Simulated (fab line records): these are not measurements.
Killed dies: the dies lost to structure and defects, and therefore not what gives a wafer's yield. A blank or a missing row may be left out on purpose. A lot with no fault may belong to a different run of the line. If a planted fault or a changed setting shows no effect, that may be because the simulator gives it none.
Matching of chambers | flow gf180mcu | cmp-01 running GF_V2_CMP_04: 4 sister chambers
The step polishes SiO2. 4 wafers are shown with their chamber, then 9 later ones without.

WAFERS WITH THEIR CHAMBER
wafer  | chamber | motorCurrentA (A)
L385.3 | 3       | 11.3
L388.1 | 1       | 11.6
L388.2 | 0       | 14.2
L388.6 | 2       | 12.3

WAFERS WHOSE CHAMBER IS MISSING
wafer  | motorCurrentA (A)
L389.1 | 11.2
L389.2 | 13.9
L389.6 | 13.2
L390.1 | 13.8
L390.3 | 11.3
L390.5 | 11.8
L391.2 | 11.3
L391.3 | 11.8
L391.6 | 10.6

EACH ONE'S CHAMBER
wafer  | from the rows above          | in truth
L389.1 | can't be placed: 3 or 1      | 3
L389.2 | 0                            | 0
L389.6 | can't be placed: 2 or 0 or 1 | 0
L390.1 | 0                            | 0
L390.3 | can't be placed: 3 or 1      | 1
L390.5 | can't be placed: 1 or 2 or 3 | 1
L391.2 | can't be placed: 3 or 1      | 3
L391.3 | can't be placed: 1 or 2 or 3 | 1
L391.6 | can't be placed: 3 or 1      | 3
2 of 9 placed correctly. Not placeable from these rows: 7 (in 7, the candidates include the true chamber). 0 placed wrongly.
How it was worked out, from the rows above alone: a wafer's distance from a chamber is the root of the sum, over the readings, of the square of ((its reading less the chamber's mean) divided by the reading's scatter). If the next closest chamber is less than 2 further off than the closest, the wafer can't be placed; otherwise it belongs to the closest. For every chamber, the mean is computed from those of its wafers that are shown. The scatter: root of mean squared gap, hidden wafer to nearest shown wafer, with one shown wafer a chamber.
